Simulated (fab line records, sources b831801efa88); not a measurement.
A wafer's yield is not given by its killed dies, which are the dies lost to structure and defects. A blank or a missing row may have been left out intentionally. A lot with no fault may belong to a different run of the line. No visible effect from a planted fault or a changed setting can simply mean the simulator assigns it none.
Chamber matching || flow sky130 || 4 sister chambers for SKY_PASSIVATION_ETCH_11 on rie_diel-04
The step etches the open film in CF4/O2, stops on AlCu, target depth 725 nm, time 161.1 s. 4 wafers are shown with their chamber, then 12 later ones without.

## WAFERS, EACH WITH ITS CHAMBER
{"wafer": "L087.5", "chamber": 0, "oes_product_au (a.u.)": 0.983}
{"wafer": "L084.2", "chamber": 1, "oes_product_au (a.u.)": 0.967}
{"wafer": "L084.3", "chamber": 3, "oes_product_au (a.u.)": 0.984}
{"wafer": "L084.4", "chamber": 2, "oes_product_au (a.u.)": 0.989}

## WAFERS WITHOUT THEIR CHAMBER
{"wafer": "L092.2", "oes_product_au (a.u.)": 0.972}
{"wafer": "L092.4", "oes_product_au (a.u.)": 0.991}
{"wafer": "L092.5", "oes_product_au (a.u.)": 0.979}
{"wafer": "L091.1", "oes_product_au (a.u.)": 0.972}
{"wafer": "L091.3", "oes_product_au (a.u.)": 0.970}
{"wafer": "L091.5", "oes_product_au (a.u.)": 0.966}
{"wafer": "L093.1", "oes_product_au (a.u.)": 0.963}
{"wafer": "L093.4", "oes_product_au (a.u.)": 0.983}
{"wafer": "L093.5", "oes_product_au (a.u.)": 0.969}
{"wafer": "L095.1", "oes_product_au (a.u.)": 0.975}
{"wafer": "L095.2", "oes_product_au (a.u.)": 0.974}
{"wafer": "L095.4", "oes_product_au (a.u.)": 0.979}

## WHICH CHAMBER EACH WENT THROUGH
{"wafer": "L092.2", "from the rows above": "can't be placed: 1 or 0 or 3", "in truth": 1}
{"wafer": "L092.4", "from the rows above": "can't be placed: 2 or 3 or 0", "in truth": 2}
{"wafer": "L092.5", "from the rows above": "can't be placed: 0 or 3 or 2 or 1", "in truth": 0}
{"wafer": "L091.1", "from the rows above": "can't be placed: 1 or 0 or 3", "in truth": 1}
{"wafer": "L091.3", "from the rows above": 1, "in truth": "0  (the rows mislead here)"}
{"wafer": "L091.5", "from the rows above": 1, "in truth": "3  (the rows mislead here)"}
{"wafer": "L093.1", "from the rows above": 1, "in truth": 1}
{"wafer": "L093.4", "from the rows above": "can't be placed: 0 or 3 or 2", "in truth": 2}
{"wafer": "L093.5", "from the rows above": 1, "in truth": 1}
{"wafer": "L095.1", "from the rows above": "can't be placed: 0 or 1 or 3 or 2", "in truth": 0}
{"wafer": "L095.2", "from the rows above": "can't be placed: 1 or 0 or 3 or 2", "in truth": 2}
{"wafer": "L095.4", "from the rows above": "can't be placed: 0 or 3 or 2 or 1", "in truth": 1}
Correctly placed: 2 of 12. From these rows, 8 cannot be placed; in 8 the true chamber is one of the candidates. Number placed wrongly: 2.
How it was worked out, from the rows above alone: a wafer's distance from a chamber is the root of the sum, over the readings, of the square of ((its reading less the chamber's mean) divided by the reading's scatter). If the next closest chamber is less than 2 further off than the closest, the wafer can't be placed; otherwise it belongs to the closest. A chamber's mean is the mean of its shown wafers. The scatter (one wafer shown for each chamber): square how far every hidden wafer sits from the nearest shown wafer, average those squares and take the square root.
